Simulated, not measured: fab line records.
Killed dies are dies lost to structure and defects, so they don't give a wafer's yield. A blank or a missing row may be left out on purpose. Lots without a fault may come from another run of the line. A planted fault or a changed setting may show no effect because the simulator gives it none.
One fault through the eyes of 2 desks -- flow gf180mcu -- each desk holds nothing but its own numbers, with what lay behind them at the end

== METROLOGY DESK ==
What the gauges read for every lot (on any tool): the sampled wafers with a number, averaged. A lot is out of limits, marked OUT, if its mean lies more than 4 standard deviations from the usual mean; the brackets give that distance.
Columns: A = STI_CVD_23_THK at GF_STI_THK_MEAS_24, usual 646 nm; B = cdNm at GF_HV_LDD_CD_MEAS_19, usual 399.8 nm
lot,first seen here,A,B
L940,day 2 04:16,645,398.5
L941,day 2 08:32,638,400.9
L942,day 2 14:58,639,400.6
L943,day 2 19:17,649,400.9
L944,day 3 00:19,650,397.1
L945,day 3 05:47,659,398.2
L949,day 4 03:36,645,396.8
L950,day 4 07:17,652,399.1
L951,day 4 13:10,648,385.2 (-6.6) OUT
L953,day 4 23:32,636,401.3
L955,day 5 08:44,639,382.6 (-7.8) OUT
L956,day 5 13:48,646,397.3
L957,day 5 19:26,648,401.3
Finding of this desk: L951, L955 out of limits; the first was L951 at day 14 04:17, on cdNm at GF_HV_LDD_CD_MEAS_19. In limits: L940, L941, L942, L943, L944, L945, L949, L950, L953, L956, L957.

== TOOL OWNER'S DESK, ilineStepper-02 ==
The tool's own readings at GF_HV_LDD_EXPOSE_16 (exposes mask Pplus LV AREA, target cd 400 nm): means of the sampled wafers that have a number, for each lot that ran on this tool. A lot is out of limits, marked OUT, if its mean lies more than 4 standard deviations from the usual mean; the brackets give that distance.
Columns: A = exposureDoseMJCm2 at GF_HV_LDD_EXPOSE_16, usual 139.98
lot,first seen here,A
L945,day 12 10:40,139.98
L949,day 13 06:50,139.82
L951,day 13 17:44,132.94 (-44) OUT
L955,day 15 05:53,132.86 (-45) OUT
Finding of this desk: L951, L955 out of limits; the first was L951 at day 13 17:44, on exposureDoseMJCm2 at GF_HV_LDD_EXPOSE_16. In limits: L945, L949.

== PUT TOGETHER ==
The tool owner's desk could have raised an alarm at day 13 17:44, on L951, L955.
L951, L955 would have let the metrology desk raise an alarm at day 14 04:17.
The lots listed all ran GF_HV_LDD_EXPOSE_16 on ilineStepper-02.

== WHAT WAS PUT IN BY THE SIMULATOR ==
Process parameters drifting: ilineStepper-02 at GF_HV_LDD_EXPOSE_16, beginning at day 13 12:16. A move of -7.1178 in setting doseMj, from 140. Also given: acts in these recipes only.
Shown lots that were struck: L951, L955.
Counting hours from when the fault started, the first reading out of limits came at 5 for the tool owner's desk and at 16 for the metrology desk.
